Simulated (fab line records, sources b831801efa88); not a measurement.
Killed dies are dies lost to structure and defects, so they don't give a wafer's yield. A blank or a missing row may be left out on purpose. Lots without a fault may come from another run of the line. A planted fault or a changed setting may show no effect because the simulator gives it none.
Problem report in the 8D (eight disciplines) form, filled by code | flow sky130 | the parts of the form that need people (team, actions taken, sign-off) are left out

1. THE PROBLEM
cd_nm at SKY_LI_CONTACT_CD_MEAS_12 reads a mean of 130.7 nm on 3 wafers of 3 lots; wafers without a fault read 170.4 nm with a standard deviation of 1.9. That is -21 standard deviations from the usual mean.
The step: target cd 170 nm.
First seen on wafer L975.3, day 35 09:59, on cd_sem-02. The record holds 39 wafers of 14 lots with a number at this step. Rule for "out", or "out of limits": more than 4 standard deviations from the usual mean. The other wafers with a number count as sound.

2. WHAT IT IS AND WHAT IT IS NOT
question                    | is                     | is not
which readings at this step | cd_nm                  | -
which lots                  | L975, L980, L981       | L961, L962, L966, L967, L968, L970, L971, L972, L974, L977, L983
which wafers of those lots  | L975.3, L980.3, L981.4 | L975.5, L980.5, L981.5
read on which gauges        | cd_sem-01, cd_sem-02   | -
when                        | from day 35 09:59      | up to then (31 sound wafers); but 5 sound wafers of L980, L981, L983 came after

3. SUSPECTS, AND WHAT RULES EACH OUT
Counting: a tool at a process step up to the reading stays a suspect if it ran every lot that is out. Sound lots after the first of them don't rule it out here, since some wafers of a struck lot are sound.
- the gauge at SKY_LI_CONTACT_CD_MEAS_12: ruled out. The wafers that are out were read on 2 gauges (cd_sem-01, cd_sem-02).
- krf_scanner-02 at SKY_LI_CONTACT_EXPOSE_09 (exposes mask LICM1, target cd 170 nm): kept. It ran every lot that is out, first L975 (day 34 19:44); its last sound lot up to then is L971 (day 32 17:04).
Left after counting: krf_scanner-02 at SKY_LI_CONTACT_EXPOSE_09.

4. THE CAUSE (what the simulator had put in)
Process parameter drift: krf_scanner-02, from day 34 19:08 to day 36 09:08, at SKY_LI_CONTACT_EXPOSE_09. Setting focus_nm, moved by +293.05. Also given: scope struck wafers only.
Counting left only this tool.

5. THE CHAIN OF EFFECTS, in route order
Each row: a reading whose mean over the struck wafers that have a number lies more than 3 standard deviations from the usual. Only readings for which the record gives a usual standard deviation are gone through. hours: the time from each lot's start at the first step in this table that gives one to its start at this step, as a median over the lots. sigmas: the change in usual standard deviations.
hours | step                      | reading            | usual    | on struck wafers | change | sigmas
0     | SKY_LI_CONTACT_CD_MEAS_12 | cd_nm              | 170.4 nm | 130.7            | -39.7  | -21
356   | SKY_PAD_OPEN_PROBE_99     | killed_at_contacts | 24       | 407              | +383   | +77
356   | SKY_PAD_OPEN_PROBE_99     | killed_dies        | 86       | 471              | +385   | +44
356   | SKY_PAD_OPEN_PROBE_99     | killed_on_rim      | 16       | 96               | +80    | +24
The process steps in it:
- SKY_PAD_OPEN_PROBE_99

6. WHAT WOULD HAVE CAUGHT IT SOONER
In this record the first reading out of limits at a measuring or inspecting step was taken at day 35 09:59, 15 hours after the fault began at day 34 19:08.
Of the tool readings at SKY_LI_CONTACT_EXPOSE_09 for which the record gives a usual standard deviation, none was out on any struck wafer, so an alarm limit of 4 standard deviations on them would not have fired.
Of the lots that are out (3), L981 began SKY_LI_CONTACT_EXPOSE_09 on krf_scanner-02 after day 35 09:59. A hold on the tool at that time would have spared it.
